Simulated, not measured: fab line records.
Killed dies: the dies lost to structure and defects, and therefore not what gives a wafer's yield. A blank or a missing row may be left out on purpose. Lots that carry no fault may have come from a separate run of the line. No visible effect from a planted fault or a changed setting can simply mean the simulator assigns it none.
fab line records	flow sky130
record: lots: 24	wafers: 72	lastDay: 50
route steps=708 shown CONTACT@420 VIA1@471 VIA2@521 METAL4@631 VIA4@650
lots that met no fault: from a run of the same line without faults
startH: hours from the record's opening day to when the first of the lot's shown wafers began	waitH: time in hours since the lot's previous step	" same as the row above	L1.1+2: several wafers, shown together as one row	- either no value or no given start	* or withheld: withheld	< > ~ a bound
route shown NAME@n: a module of which the file shows steps, and the number in the route of the first	usual: mean/standard deviation of fault-free wafers	same: alike in all rows	chamber/n: place in a boat	sites: readings site by site	_std_site: their standard deviation	_edge_site: inner sites' mean taken away from outer sites' mean	radiusMm: for every site, how far away it sits from the centre of the wafer	mask NAME#n: copy n	behind: the last tool/chamber to shape the wafer	hold: why the lot was held/for how many hours/how that ended	device: which transistor (n, p or np) failed to switch	end of line: tests run on the same wafers once the route is complete	a step with no rows: only its recipe	killed: the dies lost at the first sort to structure and to defects; this is not the yield of the wafer	map: per-die view of a wafer (x killed, . not killed, _ where there is no die)
set.NAME: the setting that was run; set.NAME@STEP: the one run at that earlier step	model.NAME: the simulator's own value behind a step, which no gauge read
steps of the route over a sample of lots; a table a step, a row a wafer
services: from which hour (startH, from the record's first day; less than 0 if before it) a tool's chamber was out of use, for how many hours, and why
== steps ==
step: SKY_CONTACT_CD_MEAS_14
recipe: targetCdNm: 170
usual: cdNm: 169.9/1.6
lot.wafer	tool	chamber	startH	waitH	cdNm
L074.2	cdSem-01	-	733.44	-	169.8
L074.3	"	-	"	"	170.2
L074.6	"	-	"	"	170.2
L075.1	cdSem-01	-	734.97	-	171.4
L075.3	"	-	"	"	172.7
L075.4	"	-	"	"	173.0
L076.1	cdSem-02	-	736.76	-	169.8
L076.2	"	-	"	"	168.5
L076.5	"	-	"	"	168.2
L077.3	cdSem-01	-	759.26	-	168.9
L077.4	"	-	"	"	167.6
L077.5	"	-	"	"	165.6
L079.1	cdSem-01	-	774.05	-	172.6
L079.2	"	-	"	"	174.0
L079.5	"	-	"	"	171.3
L078.1	cdSem-02	-	775.47	-	167.1
L078.2	"	-	"	"	167.5
L078.5	"	-	"	"	167.2
L082.1	cdSem-02	-	836.20	-	169.8
L082.2	"	-	"	"	167.9
L082.5	"	-	"	"	169.2
L084.3	cdSem-01	-	836.59	-	170.2
L084.4	"	-	"	"	172.3
L084.6	"	-	"	"	171.1
L080.1	cdSem-02	-	837.20	-	170.6
L080.4	"	-	"	"	169.6
L080.6	"	-	"	"	171.1
L081.1	cdSem-01	-	840.15	-	169.5
L081.2	"	-	"	"	170.1
L081.4	"	-	"	"	169.5
L085.3	cdSem-01	-	840.54	-	169.4
L085.5	"	-	"	"	167.2
L085.6	"	-	"	"	169.1
L087.2	cdSem-02	-	840.69	-	171.4
L087.5	"	-	"	"	170.8
L087.6	"	-	"	"	171.7
L086.1	cdSem-01	-	841.75	-	167.9
L086.2	"	-	"	"	168.5
L086.3	"	-	"	"	169.1
L083.1	cdSem-02	-	842.06	-	169.9
L083.3	"	-	"	"	171.1
L083.5	"	-	"	"	170.1
L088.1	cdSem-01	-	842.41	-	167.0
L088.2	"	-	"	"	169.6
L088.4	"	-	"	"	168.1
L089.1	cdSem-01	-	843.00	-	169.4
L089.2	"	-	"	"	170.8
L089.4	"	-	"	"	170.5
L090.2	cdSem-02	-	857.42	-	170.3
L090.4	"	-	"	"	170.1
L090.6	"	-	"	"	168.7
L091.1	cdSem-02	-	858.56	-	169.0
L091.3	"	-	"	"	169.9
L091.5	"	-	"	"	169.4
L092.2	cdSem-01	-	862.78	-	171.9
L092.4	"	-	"	"	170.9
L092.5	"	-	"	"	170.8
L093.1	cdSem-02	-	876.11	-	171.0
L093.2	"	-	"	"	170.2
L093.3	"	-	"	"	170.5
L094.2	cdSem-01	-	876.78	-	170.1
L094.4	"	-	"	"	171.8
L094.5	"	-	"	"	170.9
L095.1	cdSem-02	-	883.02	-	170.3
L095.3	"	-	"	"	171.3
L095.5	"	-	"	"	170.2
L096.1	cdSem-02	-	921.20	-	171.1
L096.3	"	-	"	"	170.9
L096.5	"	-	"	"	171.2
L097.1	cdSem-01	-	921.56	-	169.2
L097.3	"	-	"	"	167.7
L097.4	"	-	"	"	168.2
step: SKY_VIA1_OVL_MEAS_13
usual: VIA1_OVL: -3/5
lot.wafer	tool	chamber	startH	waitH	VIA1_OVL[nm]
L074.2	overlay-02	-	789.23	0.1	-11
L074.3	"	-	"	"	-7
L074.6	"	-	"	"	-4
L075.1	overlay-01	-	791.11	0.1	-3
L075.3	"	-	"	"	0
L075.4	"	-	"	"	-1
L076.1	overlay-01	-	793.44	0.1	3
L076.2	"	-	"	"	4
L076.5	"	-	"	"	-6
L077.3	overlay-02	-	815.69	0.1	-2
L077.4	"	-	"	"	-3
L077.5	"	-	"	"	1
L079.1	overlay-01	-	830.09	0.1	-2
L079.2	"	-	"	"	-8
L079.5	"	-	"	"	-11
L078.1	overlay-02	-	831.56	0.1	3
L078.2	"	-	"	"	-2
L078.5	"	-	"	"	-2
L082.1	overlay-01	-	891.69	0.1	-2
L082.2	"	-	"	"	-13
L082.5	"	-	"	"	-4
L080.1	overlay-02	-	892.47	0.1	8
L080.4	"	-	"	"	2
L080.6	"	-	"	"	7
L084.3	overlay-01	-	893.07	0.1	-2
L084.4	"	-	"	"	-7
L084.6	"	-	"	"	-9
L081.1	overlay-02	-	895.89	0.1	0
L081.2	"	-	"	"	-1
L081.4	"	-	"	"	10
L085.3	overlay-01	-	896.24	0.1	-3
L085.5	"	-	"	"	-4
L085.6	"	-	"	"	0
L087.2	overlay-02	-	896.58	0.1	0
L087.5	"	-	"	"	6
L087.6	"	-	"	"	6
L083.1	overlay-01	-	896.92	0.1	-4
L083.3	"	-	"	"	2
L083.5	"	-	"	"	2
L086.1	overlay-01	-	897.21	0.1	-12
L086.2	"	-	"	"	-8
L086.3	"	-	"	"	-5
L088.1	overlay-02	-	897.56	0.1	-8
L088.2	"	-	"	"	-7
L088.4	"	-	"	"	-10
L089.1	overlay-02	-	898.04	0.1	-4
L089.2	"	-	"	"	-3
L089.4	"	-	"	"	-2
L090.2	overlay-01	-	912.44	0.1	-12
L090.4	"	-	"	"	-8
L090.6	"	-	"	"	-11
L091.1	overlay-01	-	913.94	0.1	-1
L091.3	"	-	"	"	-6
L091.5	"	-	"	"	-1
L092.2	overlay-01	-	917.36	0.1	6
L092.4	"	-	"	"	1
L092.5	"	-	"	"	4
L093.1	overlay-01	-	930.07	0.1	-2
L093.2	"	-	"	"	0
L093.3	"	-	"	"	-2
L094.2	overlay-02	-	931.44	0.1	3
L094.4	"	-	"	"	-1
L094.5	"	-	"	"	-3
L095.1	overlay-01	-	936.92	0.1	2
L095.3	"	-	"	"	-3
L095.5	"	-	"	"	7
L096.1	overlay-02	-	973.01	0.1	-3
L096.3	"	-	"	"	1
L096.5	"	-	"	"	0
L097.1	overlay-01	-	973.44	0.1	-5
L097.3	"	-	"	"	2
L097.4	"	-	"	"	4
step: SKY_VIA2_ETCH_14
recipe: chemistry: N2/H2	target: BARC	ionEnergyEv: 200	sourceW: 500	biasW: 100	pressureMtorr: 30	n2FlowSccm: 100	h2FlowSccm: 200	stopOn: SiO2	timeS: 45.9	targetDepthA: 600
usual: biasW: 100.0/0.31	chamberPressureMTorr: 30.00/0.031	drypumpMotorCurrentA: 5.6/0.39	oesProductAu: 0.854/0.0043	throttleValvePct: 13.223/0.0081
lot.wafer	tool	chamber	startH	waitH	biasW	chamberPressureMTorr	drypumpMotorCurrentA	oesProductAu	rfHoursCounterH	throttleValvePct
L074.2	rieDiel-01	2	844.17	0.0	100.0	29.99	5.9	0.855	9	13.224
L074.3	"	0	"	"	99.8	30.00	5.5	0.853	7	13.219
L074.6	"	3	"	"	99.5	30.01	5.3	0.857	-	13.228
L075.1	rieDiel-04	0	846.37	0.0	100.0	29.99	4.9	0.850	19	13.237
L075.3	"	1	"	"	100.1	30.00	5.6	0.846	9	13.228
L075.4	"	3	"	"	100.5	30.01	5.3	0.857	16	13.227
L076.1	rieDiel-01	2	848.66	0.0	100.1	29.95	5.8	0.861	9	13.228
L076.2	"	3	"	"	100.2	29.98	5.3	0.858	10	13.222
L076.5	"	2	"	"	100.2	29.95	5.8	0.853	-	13.213
L077.3	rieDiel-01	0	870.45	0.0	99.7	30.00	5.5	0.850	8	13.218
L077.4	"	1	"	"	99.9	30.06	5.7	0.862	17	13.230
L077.5	"	1	"	"	99.8	30.03	5.7	0.856	-	13.210
L079.1	rieDiel-04	0	885.77	0.0	100.5	30.03	4.8	0.851	20	13.223
L079.2	"	2	"	"	99.8	30.04	6.4	0.851	18	13.221
L079.5	"	1	"	"	100.5	29.98	5.6	0.855	-	13.243
L078.1	rieDiel-04	2	887.96	0.0	99.7	29.99	6.4	0.855	18	13.224
L078.2	"	3	"	"	100.2	30.01	5.3	0.857	18	13.233
L078.5	"	1	"	"	100.0	29.97	5.6	0.859	-	13.226
L082.1	rieDiel-01	2	945.91	0.0	99.8	30.03	5.8	0.854	11	13.233
L082.2	"	0	"	"	99.9	30.07	5.5	0.858	9	13.233
L082.5	"	1	"	"	100.2	30.00	5.7	0.854	-	13.219
L080.1	rieDiel-03	2	946.42	0.0	99.4	30.01	5.8	0.856	18	13.227
L080.4	"	0	"	"	100.0	30.02	5.6	0.852	5	13.231
L080.6	"	0	"	"	100.2	30.03	5.6	0.858	-	13.220
L084.3	rieDiel-03	3	947.46	0.0	100.1	29.96	6.2	0.854	3	13.229
L084.4	"	1	"	"	99.8	29.97	5.2	0.853	17	13.229
L084.6	"	3	"	"	99.9	29.99	6.1	0.847	-	13.205
L081.1	rieDiel-03	0	948.97	0.0	100.0	30.00	5.6	0.859	5	13.222
L081.2	"	1	"	"	100.2	29.99	5.2	0.857	17	13.225
L081.4	"	2	"	"	100.2	30.02	5.9	0.858	18	13.227
L085.3	rieDiel-01	0	949.82	0.0	99.6	29.99	5.5	0.855	9	13.233
L085.5	"	0	"	"	100.3	30.00	5.5	0.854	-	13.212
L085.6	"	3	"	"	99.9	30.01	5.3	0.866	-	13.230
L087.2	rieDiel-03	0	950.16	0.0	100.5	29.96	5.7	0.853	5	13.219
L087.5	"	1	"	"	99.9	29.98	5.2	0.855	-	13.207
L087.6	"	2	"	"	100.2	29.93	5.8	0.866	-	13.219
L083.1	rieDiel-04	2	950.47	0.0	100.2	30.01	6.4	0.859	20	13.223
L083.3	"	3	"	"	100.4	30.02	5.3	0.854	20	13.219
L083.5	"	3	"	"	100.3	30.02	5.3	0.856	-	13.220
L086.1	rieDiel-01	0	950.82	0.0	99.8	30.01	5.5	0.854	10	13.226
L086.2	"	1	"	"	100.3	30.01	5.7	0.851	19	13.209
L086.3	"	2	"	"	99.8	29.97	5.9	0.854	11	13.222
L088.1	rieDiel-01	1	951.61	0.0	99.5	30.02	5.7	0.852	19	13.215
L088.2	"	3	"	"	100.4	29.99	5.3	0.850	12	13.226
L088.4	"	2	"	"	100.1	29.99	5.9	0.859	11	13.212
L089.1	rieDiel-03	0	951.77	0.0	99.5	29.99	5.7	0.849	5	13.233
L089.2	"	3	"	"	99.8	30.02	6.2	0.840	3	13.230
L089.4	"	2	"	"	100.4	30.00	5.8	0.845	18	13.218
L090.2	rieDiel-03	2	964.66	0.0	100.3	29.99	5.8	0.853	19	13.230
L090.4	"	0	"	"	100.2	30.00	5.7	0.860	5	13.233
L090.6	"	2	"	"	100.3	29.99	5.8	0.854	-	13.224
L091.1	rieDiel-01	1	965.77	0.0	100.1	30.01	5.7	0.853	20	13.215
L091.3	"	2	"	"	100.0	29.99	5.8	0.855	12	13.232
L091.5	"	0	"	"	100.3	30.00	5.5	0.850	-	13.214
L092.2	rieDiel-04	3	969.66	0.0	99.5	30.00	5.3	0.853	20	13.230
L092.4	"	2	"	"	99.3	30.00	6.4	0.848	20	13.216
L092.5	"	2	"	"	99.7	30.03	6.4	0.854	-	13.227
L093.1	rieDiel-03	0	980.72	0.0	99.9	30.01	5.6	0.858	6	13.225
L093.2	"	2	"	"	100.3	30.08	5.8	0.856	19	13.222
L093.3	"	1	"	"	101.0	30.00	5.2	0.850	18	13.228
L094.2	rieDiel-03	2	982.72	0.0	99.9	30.04	5.8	0.857	19	13.225
L094.4	"	1	"	"	99.6	30.05	5.1	0.852	18	13.226
L094.5	"	0	"	"	100.2	29.94	5.6	0.856	-	13.227
L095.1	rieDiel-04	2	987.17	0.0	100.1	29.99	6.4	0.861	21	13.226
L095.3	"	0	"	"	99.6	29.99	4.8	0.859	22	13.219
L095.5	"	2	"	"	99.5	29.96	6.4	0.848	-	13.223
L096.1	rieDiel-01	1	1022.92	0.0	100.0	30.02	5.7	0.847	21	13.221
L096.3	"	2	"	"	99.9	29.99	5.8	0.857	14	13.218
L096.5	"	1	"	"	99.9	30.00	5.7	0.849	-	13.218
L097.1	rieDiel-04	3	1022.92	0.0	100.2	29.99	5.3	0.849	22	13.218
L097.3	"	0	"	"	100.0	29.94	4.9	0.857	24	13.220
L097.4	"	0	"	"	100.0	29.99	4.9	0.854	-	13.206
step: SKY_VIA2_THK_MEAS_23
recipe: thkMeasGauge: xrf	reads: W_of_VIA2_CVD_21
usual: VIA2_W_THK: 414/8.4
lot.wafer	tool	chamber	startH	waitH	VIA2_W_THK[nm]
L074.2	filmMetro-02	-	845.25	0.1	429
L074.3	"	-	"	"	421
L074.6	"	-	"	"	416
L075.1	filmMetro-01	-	847.38	0.1	424
L075.3	"	-	"	"	409
L075.4	"	-	"	"	423
L076.1	filmMetro-01	-	849.73	0.1	423
L076.2	"	-	"	"	407
L076.5	"	-	"	"	422
L077.3	filmMetro-02	-	871.61	0.1	413
L077.4	"	-	"	"	430
L077.5	"	-	"	"	414
L079.1	filmMetro-02	-	886.79	0.1	413
L079.2	"	-	"	"	423
L079.5	"	-	"	"	424
L078.1	filmMetro-03	-	888.97	0.1	397
L078.2	"	-	"	"	411
L078.5	"	-	"	"	415
L082.1	filmMetro-02	-	946.98	0.1	410
L082.2	"	-	"	"	425
L082.5	"	-	"	"	416
L080.1	filmMetro-01	-	947.49	0.1	420
L080.4	"	-	"	"	410
L080.6	"	-	"	"	430
L084.3	filmMetro-02	-	948.49	0.1	422
L084.4	"	-	"	"	428
L084.6	"	-	"	"	426
L081.1	filmMetro-02	-	950.04	0.1	425
L081.2	"	-	"	"	418
L081.4	"	-	"	"	428
L085.3	filmMetro-03	-	950.85	0.1	403
L085.5	"	-	"	"	407
L085.6	"	-	"	"	413
L083.1	filmMetro-01	-	951.48	0.1	412
L083.3	"	-	"	"	421
L083.5	"	-	"	"	412
L087.2	filmMetro-02	-	951.64	0.1	419
L087.5	"	-	"	"	414
L087.6	"	-	"	"	424
L086.1	filmMetro-01	-	951.83	0.1	414
L086.2	"	-	"	"	404
L086.3	"	-	"	"	408
L088.1	filmMetro-02	-	952.62	0.1	421
L088.2	"	-	"	"	409
L088.4	"	-	"	"	411
L089.1	filmMetro-02	-	953.19	0.1	421
L089.2	"	-	"	"	411
L089.4	"	-	"	"	419
L090.2	filmMetro-01	-	965.75	0.1	403
L090.4	"	-	"	"	415
L090.6	"	-	"	"	398
L091.1	filmMetro-03	-	967.12	0.1	409
L091.3	"	-	"	"	398
L091.5	"	-	"	"	406
L092.2	filmMetro-02	-	970.72	0.1	417
L092.4	"	-	"	"	416
L092.5	"	-	"	"	424
L093.1	filmMetro-03	-	981.73	0.1	401
L093.2	"	-	"	"	416
L093.3	"	-	"	"	411
L094.2	filmMetro-01	-	983.75	0.1	411
L094.4	"	-	"	"	402
L094.5	"	-	"	"	405
L095.1	filmMetro-03	-	988.18	0.1	409
L095.3	"	-	"	"	408
L095.5	"	-	"	"	415
L096.1	filmMetro-03	-	1024.07	0.1	415
L096.3	"	-	"	"	401
L096.5	"	-	"	"	405
L097.1	filmMetro-01	-	1024.08	0.1	413
L097.3	"	-	"	"	407
L097.4	"	-	"	"	412
step: SKY_METAL4_DESCUM_15
recipe: chemistry: O2	sourcePowerW: 150	biasPowerW: 0	pressureMtorr: 10	tempC: 40	timeS: 8
usual: chamberPressureMTorr: 9.999/0.0099	drypumpMotorCurrentA: 6.0/0.71	heBacksideLeakSccm: 3.4/0.43	oesProductAu: 0.997/0.012
lot.wafer	tool	chamber	startH	waitH	chamberPressureMTorr	drypumpMotorCurrentA	heBacksideLeakSccm	oesProductAu	rfHoursCounterH
L074.2	rieMetal-01	0	975.64	0.0	10.011	6.8	3.7	0.992	9
L074.3	"	0	"	"	9.997	6.8	3.5	1.004	-
L074.6	"	0	"	"	9.992	6.8	3.4	0.999	-
L075.1	rieMetal-03	1	979.47	0.0	9.984	6.0	3.1	1.017	9
L075.3	"	1	"	"	9.994	6.0	3.0	1.013	-
L075.4	"	1	"	"	9.996	6.0	3.1	1.014	-
L076.1	rieMetal-03	1	980.32	0.0	9.987	6.0	3.3	1.007	10
L076.2	"	1	"	"	10.014	6.0	3.1	1.013	-
L076.5	"	1	"	"	10.006	6.0	3.4	1.015	-
L077.3	rieMetal-02	1	1000.33	0.0	10.018	6.5	3.4	0.976	-
L077.4	"	0	"	"	9.985	5.5	3.5	0.969	-
L077.5	"	0	"	"	10.011	5.5	3.7	0.972	-
L079.1	rieMetal-01	0	1011.64	0.0	9.997	6.8	3.4	0.990	11
L079.2	"	1	"	"	10.002	4.8	3.3	0.977	17
L079.5	"	0	"	"	9.997	6.8	3.6	0.992	-
L078.1	rieMetal-01	1	1016.67	0.0	10.016	4.8	3.1	0.997	17
L078.2	"	0	"	"	10.004	6.8	3.5	0.993	12
L078.5	"	1	"	"	10.019	4.8	3.1	0.989	-
L082.1	rieMetal-01	1	1065.37	0.0	10.001	4.8	3.3	0.973	19
L082.2	"	0	"	"	9.994	6.8	3.7	1.001	14
L082.5	"	0	"	"	10.010	6.8	3.6	1.003	-
L080.1	rieMetal-01	0	1066.40	0.0	10.001	6.8	3.7	0.994	14
L080.4	"	0	"	"	9.988	6.8	3.4	0.998	-
L080.6	"	0	"	"	9.995	6.8	3.6	0.993	-
L084.3	rieMetal-03	1	1067.38	0.0	9.995	6.0	3.1	1.010	-
L084.4	"	0	"	"	9.986	6.0	3.2	1.013	-
L084.6	"	1	"	"	9.990	6.0	3.1	1.019	-
L081.1	rieMetal-01	0	1069.67	0.0	9.985	6.8	3.6	0.991	14
L081.2	"	1	"	"	10.006	4.8	3.4	0.982	20
L081.4	"	0	"	"	9.995	6.8	3.6	1.009	-
L085.3	rieMetal-02	1	1070.04	0.0	9.981	6.5	3.3	1.000	-
L085.5	"	1	"	"	9.994	6.5	3.3	0.999	-
L085.6	"	1	"	"	9.995	6.5	3.3	1.000	-
L083.1	rieMetal-01	1	1071.57	0.0	9.998	4.8	3.3	0.992	20
L083.3	"	0	"	"	10.008	6.8	3.4	0.998	-
L083.5	"	1	"	"	9.997	4.8	3.4	0.985	-
L087.2	rieMetal-02	1	1071.93	0.0	10.013	6.5	3.4	0.992	-
L087.5	"	1	"	"	9.988	6.5	3.4	0.990	-
L087.6	"	1	"	"	9.992	6.5	3.4	0.992	-
L086.1	rieMetal-03	0	1072.27	0.0	9.989	6.0	3.0	1.000	6
L086.2	"	1	"	"	10.005	6.0	3.0	1.020	16
L086.3	"	1	"	"	9.995	6.0	3.1	1.002	-
L088.1	rieMetal-01	0	1072.57	0.0	10.015	6.8	3.7	1.002	15
L088.2	"	1	"	"	9.998	4.8	3.2	0.983	20
L088.4	"	1	"	"	10.000	4.8	3.3	0.991	-
L089.1	rieMetal-02	1	1073.72	0.0	9.998	6.5	3.3	0.999	3
L089.2	"	1	"	"	9.986	6.5	3.2	0.995	-
L089.4	"	1	"	"	10.004	6.5	3.3	0.998	-
L090.2	rieMetal-02	1	1083.86	0.0	9.986	6.5	3.4	0.999	-
L090.4	"	1	"	"	9.987	6.6	3.4	0.996	-
L090.6	"	1	"	"	9.999	6.5	3.4	1.000	-
L091.1	rieMetal-01	1	1084.50	0.0	10.005	4.7	3.3	0.995	21
L091.3	"	1	"	"	10.005	4.8	3.3	0.992	-
L091.5	"	0	"	"	10.004	6.8	3.6	0.982	-
L092.2	rieMetal-03	1	1085.27	0.0	10.009	6.0	3.0	1.012	17
L092.4	"	0	"	"	9.984	6.0	3.1	0.988	-
L092.5	"	1	"	"	9.998	6.0	3.0	1.009	-
L093.1	rieMetal-03	1	1097.42	0.0	9.984	6.0	3.1	1.014	18
L093.2	"	0	"	"	10.000	6.0	3.1	1.006	8
L093.3	"	1	"	"	10.011	6.0	3.1	1.017	-
L094.2	rieMetal-02	1	1098.43	0.0	9.998	6.5	3.5	0.997	6
L094.4	"	1	"	"	9.986	6.5	3.5	1.008	-
L094.5	"	1	"	"	9.991	6.5	3.5	1.006	-
L095.1	rieMetal-01	0	1103.07	0.0	9.995	6.8	3.7	0.981	17
L095.3	"	1	"	"	9.997	4.8	3.2	0.997	-
L095.5	"	0	"	"	10.004	6.8	3.6	0.984	-
L096.1	rieMetal-03	0	1132.12	0.0	9.987	6.0	5.4	1.006	11
L096.3	"	1	"	"	10.021	6.0	2.8	1.000	-
L096.5	"	0	"	"	9.991	6.0	3.1	1.002	-
L097.1	rieMetal-03	1	1133.27	0.0	9.997	6.1	3.3	0.992	21
L097.3	"	0	"	"	9.980	6.0	3.3	1.007	-
L097.4	"	1	"	"	9.997	6.1	3.2	1.006	-
step: SKY_VIA4_OVL_MEAS_11
usual: VIA4_OVL: -0.4/1.6
lot.wafer	tool	chamber	startH	waitH	VIA4_OVL[nm]
L074.2	overlay-01	-	1000.07	0.1	-1.3
L074.3	"	-	"	"	-0.8
L074.6	"	-	"	"	0.1
L075.1	overlay-01	-	1004.55	0.1	0.6
L075.3	"	-	"	"	-0.9
L075.4	"	-	"	"	0.2
L076.1	overlay-02	-	1005.37	0.1	-0.3
L076.2	"	-	"	"	-0.4
L076.5	"	-	"	"	0.8
L077.3	overlay-01	-	1025.88	0.1	1.3
L077.4	"	-	"	"	0.6
L077.5	"	-	"	"	-1.0
L079.1	overlay-01	-	1036.02	0.1	-1.0
L079.2	"	-	"	"	-0.3
L079.5	"	-	"	"	2.2
L078.1	overlay-02	-	1040.01	0.1	0.3
L078.2	"	-	"	"	1.0
L078.5	"	-	"	"	1.2
L082.1	overlay-02	-	1086.94	0.1	0.6
L082.2	"	-	"	"	-0.5
L082.5	"	-	"	"	-0.6
L080.1	overlay-02	-	1088.26	0.1	0.9
L080.4	"	-	"	"	1.0
L080.6	"	-	"	"	-1.4
L084.3	overlay-02	-	1089.37	0.1	0.1
L084.4	"	-	"	"	-0.5
L084.6	"	-	"	"	0.1
L081.1	overlay-02	-	1091.86	0.1	-2.6
L081.2	"	-	"	"	-4.4
L081.4	"	-	"	"	-2.3
L085.3	overlay-01	-	1093.32	0.1	0.9
L085.5	"	-	"	"	0.8
L085.6	"	-	"	"	0.3
L083.1	overlay-01	-	1093.69	0.1	1.1
L083.3	"	-	"	"	1.1
L083.5	"	-	"	"	1.6
L087.2	overlay-02	-	1094.35	0.1	1.7
L087.5	"	-	"	"	0.0
L087.6	"	-	"	"	1.5
L086.1	overlay-01	-	1094.41	0.1	1.6
L086.2	"	-	"	"	3.3
L086.3	"	-	"	"	0.1
L088.1	overlay-01	-	1094.71	0.1	-2.3
L088.2	"	-	"	"	-2.1
L088.4	"	-	"	"	-2.6
L089.1	overlay-02	-	1095.44	0.1	-1.1
L089.2	"	-	"	"	-0.7
L089.4	"	-	"	"	-0.1
L090.2	overlay-01	-	1105.25	0.1	-2.4
L090.4	"	-	"	"	0.4
L090.6	"	-	"	"	0.6
L091.1	overlay-01	-	1105.77	0.1	-1.7
L091.3	"	-	"	"	-2.7
L091.5	"	-	"	"	-0.3
L092.2	overlay-02	-	1107.06	0.1	-0.3
L092.4	"	-	"	"	-0.2
L092.5	"	-	"	"	0.1
L093.1	overlay-02	-	1118.44	0.1	-1.5
L093.2	"	-	"	"	0.0
L093.3	"	-	"	"	-0.1
L094.2	overlay-02	-	1120.56	0.1	-2.6
L094.4	"	-	"	"	-3.9
L094.5	"	-	"	"	-4.5
L095.1	overlay-01	-	1124.01	0.1	-0.4
L095.3	"	-	"	"	1.8
L095.5	"	-	"	"	0.1
L096.1	overlay-01	-	1152.61	0.1	-0.1
L096.3	"	-	"	"	-0.3
L096.5	"	-	"	"	-0.6
L097.1	overlay-01	-	1153.71	0.1	-2.4
L097.3	"	-	"	"	-2.0
L097.4	"	-	"	"	-2.6
== services ==
tool	chamber	startH	hours	kind
rieDiel-03	3	833.61	2.1	repair
rieMetal-03	-	850.76	2.8	pm
rieDiel-04	-	885.99	0.4	repair
rieMetal-01	0	889.13	12.9	repair
rieMetal-02	-	895.75	28.1	pm
rieMetal-03	0	909.41	6.1	repair
rieMetal-01	-	909.82	2.8	pm
rieDiel-01	-	928.92	14.6	pm
rieDiel-03	-	931.74	0.6	repair
rieMetal-02	1	933.43	8.3	repair
rieDiel-04	-	941.30	7.8	repair
rieDiel-04	0	953.61	4.9	repair
rieMetal-01	-	968.94	0.5	repair
rieMetal-01	-	995.88	0.6	repair
rieDiel-03	-	1002.00	0.3	repair
rieDiel-01	1	1012.21	8.0	repair
rieDiel-04	2	1022.25	8.8	repair
rieDiel-01	-	1053.72	2.8	pm
rieMetal-02	-	1079.06	0.1	repair
rieDiel-01	1	1090.03	-	clean
rieDiel-01	1	1090.03	18.4	scheduledDown
rieDiel-04	2	1090.42	5.5	repair
rieMetal-01	1	1104.24	10.0	repair
rieDiel-04	1	1113.54	1.8	repair
== key ==
fault none
